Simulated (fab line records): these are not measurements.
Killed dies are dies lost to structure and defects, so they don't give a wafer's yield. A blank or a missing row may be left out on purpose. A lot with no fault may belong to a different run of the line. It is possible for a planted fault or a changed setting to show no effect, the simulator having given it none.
Which tool is to blame? / flow sky130 / 36 wafers from 12 lots sampled at 2 of the route's 708 steps

## WHAT EACH GAUGE READ, for each wafer
SKY_METAL2_OVL_MEAS_16.
lot=L075; measured=day 35 12:44; on=overlay-02; METAL2_OVL (nm)=1 -3 -6
lot=L077; measured=day 36 02:36; on=overlay-01; METAL2_OVL (nm)=-2 -11 -7
lot=L080; measured=day 37 05:19; on=overlay-01; METAL2_OVL (nm)=-3 0 1
lot=L081; measured=day 37 18:09; on=overlay-02; METAL2_OVL (nm)=-7 -21 -13
lot=L083; measured=day 38 13:20; on=overlay-02; METAL2_OVL (nm)=-3 -5 -2
lot=L084; measured=day 38 17:45; on=overlay-01; METAL2_OVL (nm)=-14 -12 -10
lot=L087; measured=day 39 17:11; on=overlay-01; METAL2_OVL (nm)=-2 -12 -2
lot=L089; measured=day 40 02:12; on=overlay-02; METAL2_OVL (nm)=-13 -4 -8
lot=L091; measured=day 40 12:38; on=overlay-01; METAL2_OVL (nm)=-10 -10 -10
lot=L093; measured=day 41 06:02; on=overlay-01; METAL2_OVL (nm)=-1 -7 -10
lot=L095; measured=day 41 20:41; on=overlay-02; METAL2_OVL (nm)=2 -5 1
lot=L096; measured=day 42 01:50; on=overlay-02; METAL2_OVL (nm)=-2 -5 2

## WHAT TOOL EACH LOT RAN ON (gives the tool, then ch and the chambers of the sampled wafers, and finally the start)
lot=L075; SKY_RES_XHIGH_STRIP_08=plasmaAsher-02 ch 1, day 27 02:35
lot=L077; SKY_RES_XHIGH_STRIP_08=plasmaAsher-03 ch 0,1, day 27 18:52
lot=L080; SKY_RES_XHIGH_STRIP_08=plasmaAsher-03 ch 0,1, day 28 22:57
lot=L081; SKY_RES_XHIGH_STRIP_08=plasmaAsher-04 ch 0,1, day 29 14:06
lot=L083; SKY_RES_XHIGH_STRIP_08=plasmaAsher-03 ch 0,1, day 30 10:17
lot=L084; SKY_RES_XHIGH_STRIP_08=plasmaAsher-03 ch 0,1, day 30 14:25
lot=L087; SKY_RES_XHIGH_STRIP_08=plasmaAsher-03 ch 0,1, day 31 15:16
lot=L089; SKY_RES_XHIGH_STRIP_08=plasmaAsher-04 ch 0,1, day 32 02:04
lot=L091; SKY_RES_XHIGH_STRIP_08=plasmaAsher-04 ch 0,1, day 32 14:05
lot=L093; SKY_RES_XHIGH_STRIP_08=plasmaAsher-03 ch 0,1, day 33 08:52
lot=L095; SKY_RES_XHIGH_STRIP_08=plasmaAsher-03 ch 0,1, day 34 00:35
lot=L096; SKY_RES_XHIGH_STRIP_08=plasmaAsher-02 ch 0,1, day 34 08:28
- SKY_RES_XHIGH_STRIP_08: strips in O2/N2.

## THE ANSWER, worked out from the rows above alone
Rule: the lots themselves supply what counts as usual. Put in order of their means at a reading, lots are off if they are a third of the lots or fewer, leave a main group of 4 or more, and stand apart from it by a gap of 3 or more times the standard deviation of the main group's means; of several such gaps the widest counts. The tables above print the reading to a certain number of digits; a main group whose means all agree to those digits is not used. Also off: a lot with no number at a reading for which 4 or more lots have one. Where the step has rows for the other lots, those lots are counted as sound.
None of the lots is off at any reading shown; this tells nothing.

## WHAT THE SIMULATOR HAD INSERTED
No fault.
